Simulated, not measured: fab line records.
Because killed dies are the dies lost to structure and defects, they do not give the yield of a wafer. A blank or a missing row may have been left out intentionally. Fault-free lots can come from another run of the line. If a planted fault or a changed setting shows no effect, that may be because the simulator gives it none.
One fault through the eyes of 2 desks    flow gf180mcu    numbers are kept per desk, each desk with only its own; the story behind them comes last

THE METROLOGY DESK
What the gauges read, lot by lot, whatever tool the lot ran on: means of the sampled wafers that have a number. If a lot's mean is further than 4 standard deviations from the usual mean, the lot is out of limits and carries the mark OUT (the distance appears in the brackets).
Columns: A = MVPSD_TW at GF_MVPSD_TW_MEAS_11, usual 553; B = MVPSD_RS at GF_VT_IMPLANT_RS_MEAS_49, usual 1169 ohm/sq; C = V4_CVD_02_THK at GF_V4_THK_MEAS_03, usual 850 nm
lot   first seen here  A               B               C
L762  day 5 12:26      555             1166            855
L763  day 5 19:31      552             1168            853
L764  day 6 00:23      550             1167            859
L765  day 6 07:06      554             1167            843
L766  day 6 12:44      559             1162            858
L768  day 6 23:05      560             1166            853
L769  day 7 08:41      546             1169            853
L770  day 7 13:38      551             1169            859
L772  day 8 01:31      552             1170            846
L779  day 9 18:28      570 (+5.0) OUT  1100 (-22) OUT  847
L780  day 10 01:38     568 (+4.3) OUT  1102 (-21) OUT  846
L782  day 10 13:38     548             1174            863
L783  day 10 18:58     550             1171            844
This desk's finding: out of limits on L779, L780; first on L779, day 9 18:28 (MVPSD_TW at GF_MVPSD_TW_MEAS_11). In limits: L762, L763, L764, L765, L766, L768, L769, L770, L772, L782, L783.

DESK OF THE TOOL OWNER: implanter-04
For each lot that ran on this tool, the mean over its sampled wafers that have a number, from the tool's own readings at GF_MVPSD_IMPLANT_08. If a lot's mean is further than 4 standard deviations from the usual mean, the lot is out of limits and carries the mark OUT (the distance appears in the brackets).
Columns: A = beam-on-s at GF_MVPSD_IMPLANT_08, usual 10.01 s; B = faraday-current-uA at GF_MVPSD_IMPLANT_08, usual 84.5
lot   first seen here  A                 B
L762  day 5 12:03      9.95              84.9
L763  day 5 19:07      10.21             82.9
L766  day 6 12:22      10.08             83.9
L768  day 6 22:41      10.02             84.3
L770  day 7 13:16      10.10             83.5
L772  day 8 01:07      10.08             83.8
L779  day 9 18:07      11.28 (+5.8) OUT  74.8 (-5.4) OUT
L780  day 10 01:14     11.26 (+5.7) OUT  75.3 (-5.1) OUT
This desk's finding: out of limits on L779, L780; first on L779, day 9 18:07 (beam-on-s at GF_MVPSD_IMPLANT_08). In limits: L762, L763, L766, L768, L770, L772.

BROUGHT TOGETHER
The tool owner's desk had the chance to raise an alarm at day 9 18:07 on L779, L780.
At day 9 18:28 the metrology desk could have sounded an alarm, on L779, L780.
Of the lots named, all ran GF_MVPSD_IMPLANT_08 on implanter-04.

WHAT WAS PUT IN BY THE SIMULATOR
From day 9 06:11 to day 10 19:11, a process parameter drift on implanter-04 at GF_MVPSD_IMPLANT_08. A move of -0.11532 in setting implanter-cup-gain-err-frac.
Shown lots that were struck: L779, L780.
Fault start to first reading out of limits, in hours, per desk: tool owner, 12; metrology, 12.
